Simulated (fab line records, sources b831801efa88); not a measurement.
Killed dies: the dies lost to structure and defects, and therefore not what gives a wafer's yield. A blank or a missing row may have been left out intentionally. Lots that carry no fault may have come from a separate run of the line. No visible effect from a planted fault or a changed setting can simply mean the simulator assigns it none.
Chamber matching / flow sky130 / rie diel-01 running SKY_VIA2_ETCH_15: 4 sister chambers
The step etches SiO2 in C4F8/O2/Ar, stops on TiN, target depth 546 nm, time 84 s. 14 wafers are shown with their chamber, then 6 later ones without.

## WAFERS WITH THEIR CHAMBER
wafer=L421.1; chamber=3; oes product au (a.u.)=0.939
wafer=L421.4; chamber=0; oes product au (a.u.)=0.949
wafer=L421.5; chamber=1; oes product au (a.u.)=0.941
wafer=L422.3; chamber=2; oes product au (a.u.)=0.942
wafer=L422.4; chamber=1; oes product au (a.u.)=0.942
wafer=L422.5; chamber=0; oes product au (a.u.)=0.940
wafer=L425.2; chamber=2; oes product au (a.u.)=0.939
wafer=L425.4; chamber=0; oes product au (a.u.)=0.944
wafer=L425.6; chamber=1; oes product au (a.u.)=0.940
wafer=L427.1; chamber=0; oes product au (a.u.)=0.937
wafer=L427.2; chamber=2; oes product au (a.u.)=0.938
wafer=L427.3; chamber=1; oes product au (a.u.)=0.934
wafer=L430.1; chamber=2; oes product au (a.u.)=0.945
wafer=L430.3; chamber=3; oes product au (a.u.)=0.939

SIGNATURES (averages over the wafers above)
reading=oes product au; chamber 0=0.94250; chamber 1=0.93925; chamber 2=0.94100; chamber 3=0.93900; scatter within a chamber=0.00387
Rule: a wafer lies at a distance from a chamber equal to the root of the sum of squares, over the readings, of (its reading less the chamber's mean, divided by the reading's scatter). The wafer belongs to the nearest chamber; if the next one is less than 2 further off, it can't be placed. How the scatter is found: for the shown wafers, subtract from each reading the mean of its chamber, square and add these, divide the total by (wafers less chambers), then take the root.

## WAFERS MISSING THEIR CHAMBER
wafer=L430.5; oes product au (a.u.)=0.945
wafer=L433.2; oes product au (a.u.)=0.939
wafer=L433.3; oes product au (a.u.)=0.937
wafer=L433.6; oes product au (a.u.)=0.937
wafer=L437.2; oes product au (a.u.)=0.944
wafer=L437.4; oes product au (a.u.)=0.948

## WHICH CHAMBER EACH WENT THROUGH
wafer=L430.5; from the rows above=can't be placed: 0 or 2 or 1 or 3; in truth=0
wafer=L433.2; from the rows above=can't be placed: 3 or 1 or 2 or 0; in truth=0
wafer=L433.3; from the rows above=can't be placed: 3 or 1 or 2 or 0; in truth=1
wafer=L433.6; from the rows above=can't be placed: 3 or 1 or 2 or 0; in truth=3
wafer=L437.2; from the rows above=can't be placed: 0 or 2 or 1 or 3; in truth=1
wafer=L437.4; from the rows above=can't be placed: 0 or 2 or 1 or 3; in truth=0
Correct placement for 0 of the 6. Can't be placed from these rows: 6 (the true chamber is among the candidates in 6). Wrongly placed: 0.
